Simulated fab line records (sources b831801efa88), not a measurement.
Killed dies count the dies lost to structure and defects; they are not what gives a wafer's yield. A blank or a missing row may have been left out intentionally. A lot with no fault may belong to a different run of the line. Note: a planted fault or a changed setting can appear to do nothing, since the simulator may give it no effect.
The tool behind it: which one?	flow sky130	24 lots, 72 wafers sampled, at 4 steps of a route of 708

WHAT EACH GAUGE READ, for each wafer
SKY_LOCAL_INTERCONNECT_THK_MEAS_02: measures by xrf. Usual: LOCAL_INTERCONNECT_TIN_THK typically reads 99.8 nm, with standard deviation 1.6.
lot	measured	on	LOCAL_INTERCONNECT_TIN_THK (nm)	flag
L075	day 29 15:04	film metro-03	100.2 100.9 101.5	
L074	day 29 17:40	film metro-01	99.2 98.8 99.1	
L077	day 30 05:47	film metro-01	97.8 97.5 97.7	
L076	day 30 09:25	film metro-04	99.0 99.0 98.7	
L078	day 30 16:26	film metro-03	101.2 101.2 101.3	
L079	day 31 09:55	film metro-03	100.0 97.5 99.6	
L081	day 31 16:16	film metro-01	101.0 100.0 99.8	
L080	day 31 19:11	film metro-03	100.1 100.0 99.5	
L082	day 32 01:59	film metro-01	99.5 99.6 100.3	
L083	day 32 10:22	film metro-04	97.9 97.4 98.2	
L084	day 32 16:07	film metro-03	99.3 101.2 99.1	
L085	day 32 19:52	film metro-03	100.2 100.3 99.8	
L086	day 33 09:27	film metro-03	103.8 102.6 102.1	
L087	day 33 17:46	film metro-01	100.3 100.7 98.7	
L088	day 34 06:08	film metro-01	96.6 97.7 96.7	
L089	day 34 07:08	film metro-04	98.1 97.6 97.1	
L090	day 34 13:32	film metro-03	101.0 102.1 101.3	
L091	day 34 17:46	film metro-03	102.8 102.9 103.9	
L092	day 34 20:14	film metro-03	98.6 100.1 99.5	
L093	day 35 05:59	film metro-01	101.3 101.3 100.6	
L094	day 35 11:52	film metro-03	99.7 99.1 100.2	
L095	day 35 15:35	film metro-04	97.9 99.0 99.1	
L096	day 35 21:23	film metro-03	100.4 99.0 99.7	
L097	day 36 08:00	film metro-04	100.1 99.6 98.7	

SKY_VIA3_CD_MEAS_12 targets a cd of 200 nm. Usual: 199.8 nm for cd nm, sd 1.6.
lot	measured	on	cd nm (nm)	flag
L075	day 39 22:59	cd sem-02	199.8 200.1 199.2	
L074	day 39 23:55	cd sem-01	201.4 201.3 201.3	
L077	day 40 11:58	cd sem-01	199.9 198.6 200.6	
L076	day 40 13:52	cd sem-02	204.0 203.8 203.5	
L078	day 40 20:08	cd sem-01	199.4 199.1 198.6	
L079	day 41 12:31	cd sem-02	198.8 198.7 198.9	
L081	day 41 16:29	cd sem-01	200.4 202.0 198.8	
L080	day 41 20:44	cd sem-02	198.6 198.2 198.7	
L082	day 42 01:07	cd sem-02	199.2 200.3 198.0	
L083	day 42 09:25	cd sem-02	202.4 203.4 203.4	
L084	day 42 15:49	cd sem-02	199.3 199.2 198.3	
L085	day 42 16:32	cd sem-02	201.9 201.8 200.4	
L086	day 43 06:28	cd sem-02	201.0 200.3 201.4	
L087	day 43 14:32	cd sem-02	199.9 201.2 201.6	
L088	day 44 00:10	cd sem-02	198.9 199.0 199.8	
L089	day 44 01:40	cd sem-02	200.2 198.1 197.3	
L090	day 44 09:43	cd sem-01	197.3 196.4 197.8	
L091	day 44 13:38	cd sem-02	200.7 200.7 198.9	
L092	day 44 14:37	cd sem-01	198.3 198.1 198.4	
L093	day 44 22:40	cd sem-01	200.2 199.3 200.7	
L094	day 45 00:55	cd sem-01	197.6 199.0 197.7	
L095	day 45 04:43	cd sem-02	200.2 200.4 200.2	
L096	day 45 11:10	cd sem-01	197.0 197.2 196.5	
L097	day 45 20:22	cd sem-01	200.2 201.4 201.7	

SKY_VIA4_RS_MEAS_19: measures by four-point-probe. Usual: VIA4_W_RS typically reads 0.2281 ohm/sq, with standard deviation 0.0029.
lot	measured	on	VIA4_W_RS (ohm/sq)	flag
L075	day 43 03:59	film metro-04	0.2234 0.2220 0.2236	
L074	day 43 04:38	film metro-04	0.2266 0.2270 0.2272	
L077	day 43 17:20	film metro-03	0.2251 0.2262 0.2257	
L076	day 43 18:34	film metro-02	0.2286 0.2269 0.2278	
L078	day 43 23:55	film metro-03	0.2318 0.2304 0.2304	
L079	day 44 16:45	film metro-03	0.2263 0.2286 0.2273	
L081	day 44 19:26	film metro-03	0.2278 0.2259 0.2261	
L080	day 44 22:32	film metro-04	0.2283 0.2296 0.2280	
L082	day 45 04:09	film metro-04	0.2336 0.2341 0.2365	
L083	day 45 10:47	film metro-03	0.2309 0.2306 0.2290	
L084	day 45 16:55	film metro-03	0.2302 0.2345 0.2307	
L085	day 45 18:17	film metro-03	0.2302 0.2269 0.2296	
L086	day 46 06:34	film metro-04	0.2321 0.2324 0.2311	
L087	day 46 14:23	film metro-04	0.2243 0.2243 0.2248	
L088	day 46 22:02	film metro-03	0.2251 0.2261 0.2277	
L089	day 46 23:44	film metro-03	0.2301 0.2294 0.2270	
L090	day 47 07:08	film metro-03	0.2295 0.2276 0.2304	
L091	day 47 09:50	film metro-02	0.2223 0.2260 0.2256	
L092	day 47 10:28	film metro-04	0.2232 0.2254 0.2251	
L093	day 47 17:49	film metro-03	0.2268 0.2281 0.2280	
L094	day 47 19:31	film metro-04	0.2316 0.2296 0.2310	
L095	day 47 23:10	film metro-03	0.2300 0.2282 0.2300	
L096	day 48 04:55	film metro-03	0.2268 0.2261 0.2272	
L097	day 48 13:13	film metro-02	0.2261 0.2260 0.2288	

WHAT TOOL EACH LOT RAN ON (gives the tool, then ch and the chambers of the sampled wafers, and finally the start)
lot	SKY_METAL3_ETCH_16
L075	rie metal-02 ch 0,1, day 38 21:03
L074	rie metal-01 ch 0,1, day 38 21:56
L077	rie metal-01 ch 0,1, day 39 09:54
L076	rie metal-01 ch 0,1, day 39 12:02
L078	rie metal-04 ch 0, day 39 18:32
L079	rie metal-04 ch 0, day 40 10:30
L081	rie metal-01 ch 0,1, day 40 14:39
L080	rie metal-02 ch 0,1, day 40 18:47
L082	rie metal-04 ch 0,1, day 40 23:38
L083	rie metal-02 ch 0,1, day 41 08:24
L084	rie metal-04 ch 1, day 41 15:05
L085	rie metal-01 ch 0,1, day 41 15:41
L086	rie metal-02 ch 1, day 42 05:57
L087	rie metal-01 ch 0,1, day 42 13:21
L088	rie metal-04 ch 0, day 42 23:45
L089	rie metal-04 ch 0,1, day 43 01:15
L090	rie metal-04 ch 0,1, day 43 08:47
L091	rie metal-04 ch 0,1, day 43 12:59
L092	rie metal-01 ch 0,1, day 43 13:37
L093	rie metal-02 ch 1, day 43 22:00
L094	rie metal-01 ch 0,1, day 44 00:32
L095	rie metal-01 ch 0,1, day 44 04:29
L096	rie metal-04 ch 0,1, day 44 11:21
L097	rie metal-02 ch 0,1, day 44 21:36
- SKY_METAL3_ETCH_16: etches BARC in N2/H2, stops on SiO2, time 88.2 s, target depth 60 nm.

AS READ BY THE TOOLS THEMSELVES (means over the sampled wafers that have a number; for cases with no such wafer, the mark the record gives instead)
SKY_METAL3_ETCH_16. Usual: bias w 100.0 W, standard deviation 0.34; drypump motor current A 5.8 A, standard deviation 0.62; oes product au 0.625 a.u., standard deviation 0.0049; throttle valve pct 13.204 %, standard deviation 0.0079.
lot	tool	bias w (W)	drypump motor current A (A)	oes product au (a.u.)	throttle valve pct (%)	flag
L075	rie metal-02	100.0	6.4	0.623	13.204	
L074	rie metal-01	99.9	5.8	0.627	13.202	
L077	rie metal-01	100.4	5.8	0.625	13.203	
L076	rie metal-01	99.9	5.8	0.620	13.204	
L078	rie metal-04	99.9	4.8	0.626	13.208	
L079	rie metal-04	99.9	4.8	0.627	13.202	
L081	rie metal-01	99.9	5.8	0.625	13.210	
L080	rie metal-02	100.4	6.4	0.628	13.210	
L082	rie metal-04	100.4	5.9	0.628	13.199	
L083	rie metal-02	99.8	6.4	0.623	13.209	
L084	rie metal-04	100.2	6.5	0.624	13.209	
L085	rie metal-01	100.5	5.8	0.624	13.208	
L086	rie metal-02	99.8	5.8	0.626	13.208	
L087	rie metal-01	100.1	5.8	0.626	13.205	
L088	rie metal-04	100.0	4.8	0.628	13.203	
L089	rie metal-04	100.1	5.9	0.629	13.210	
L090	rie metal-04	99.9	5.4	0.621	13.200	
L091	rie metal-04	99.7	5.9	0.625	13.208	
L092	rie metal-01	100.0	5.8	0.627	13.203	
L093	rie metal-02	99.9	5.7	0.626	13.213	
L094	rie metal-01	100.3	5.8	0.624	13.199	
L095	rie metal-01	99.8	5.8	0.622	13.201	
L096	rie metal-04	100.5	5.9	0.626	13.204	
L097	rie metal-02	100.2	6.4	0.624	13.204	

THE ANSWER, worked out from the rows above alone
Rule: take the mean of a lot's wafers that have a number; if it is more than 3 standard deviations from the usual mean, the lot is off. Also off: a lot with no number at a reading for which 4 or more lots have one. The other lots that the step has rows for count as sound. The gauges are gone through in route order, then the tools' own readings, and for those a lot's mean is taken as printed above. At the first step where some lot is off, the reading lying furthest off is the one used; lots without a number count as furthest.
Nothing can be told from this: no lot is off at any reading shown.

WHAT THE SIMULATOR HAD INSERTED
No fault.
